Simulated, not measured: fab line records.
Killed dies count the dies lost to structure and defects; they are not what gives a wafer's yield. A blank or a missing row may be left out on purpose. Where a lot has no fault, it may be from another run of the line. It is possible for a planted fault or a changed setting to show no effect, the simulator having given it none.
8D (eight disciplines) problem report, filled in by code | flow sky130 | the parts of the form that need people (team, actions taken, sign-off) are left out

== 1. WHAT IS WRONG ==
Wafers free of any fault read 498.1 (standard deviation 2.9) for NWELL_2_TW at SKY_NWELL_TW_MEAS_26, against a mean of 479.7 on 2 wafers of 2 lots. Relative to the usual mean, that is a shift of -6.3 standard deviations.
Seen first at day 9 06:22 on film metro-02, wafer L314.3. The record has a number at this step for 41 wafers belonging to 14 lots. Rule for "out", or "out of limits": more than 4 standard deviations from the usual mean. All remaining wafers that have a number are taken as sound.

== 2. WHAT IT IS AND WHAT IT IS NOT ==
question                    | is               | is not
which readings at this step | NWELL_2_TW       | -
which lots                  | L314, L316       | L299, L300, L301, L302, L303, L304, L306, L307, L308, L310, L311, L312
which wafers of those lots  | L314.3, L316.1   | L314.5, L316.5, L316.6
read on which gauges        | film metro-02    | film metro-01, film metro-04
when                        | from day 9 06:22 | up to then (37 sound wafers); but 2 sound wafers of L316 came after

== 3. THE SUSPECTS, EACH WITH WHAT RULES IT OUT ==
Counting: if a tool at a process step up to the reading ran every lot that is out, it stays a suspect. Sound lots after the first of them don't rule it out here, since some wafers of a struck lot are sound.
- the gauge at SKY_NWELL_TW_MEAS_26: kept. All the wafers that are out were read on film metro-02, and no step on other tools shows them out.
- implanter-03 at SKY_NWELL_IMPLANT_24: kept. Every lot that is out went through it, the first being L314 (day 9 06:09); the last sound lot it ran before that was L312 (day 8 18:26).
The count leaves film metro-02 at SKY_NWELL_TW_MEAS_26 and implanter-03 at SKY_NWELL_IMPLANT_24.

== 4. THE CAUSE (what the simulator had put in) ==
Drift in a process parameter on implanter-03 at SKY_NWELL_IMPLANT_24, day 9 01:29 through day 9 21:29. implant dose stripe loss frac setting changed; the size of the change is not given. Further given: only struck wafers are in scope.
Counting left 2 suspects, and this tool is among them.

== 5. THE EFFECT CHAIN, in route order ==
Each row: a reading whose mean over the struck wafers that have a number lies more than 3 standard deviations from the usual. Readings are gone through only where the record gives a usual standard deviation; hours: the median, over the lots, of the time from a lot's start at the first step in this table giving one to that lot's start at this step; sigmas: the change measured in usual standard deviations.
hours | step                 | reading    | usual | on struck wafers | change | sigmas
0     | SKY_NWELL_TW_MEAS_26 | NWELL_2_TW | 498.1 | 479.7            | -18.4  | -6.3

== 6. HOW IT WOULD HAVE BEEN CAUGHT EARLIER ==
5 hours passed between the start of the fault at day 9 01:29 and the first reading out of limits at a measuring or inspecting step in this record, taken at day 9 06:22.
Of the lots that are out (2), L316 began SKY_NWELL_IMPLANT_24 on implanter-03 after day 9 06:22. A tool hold placed at that time would have kept it from harm.
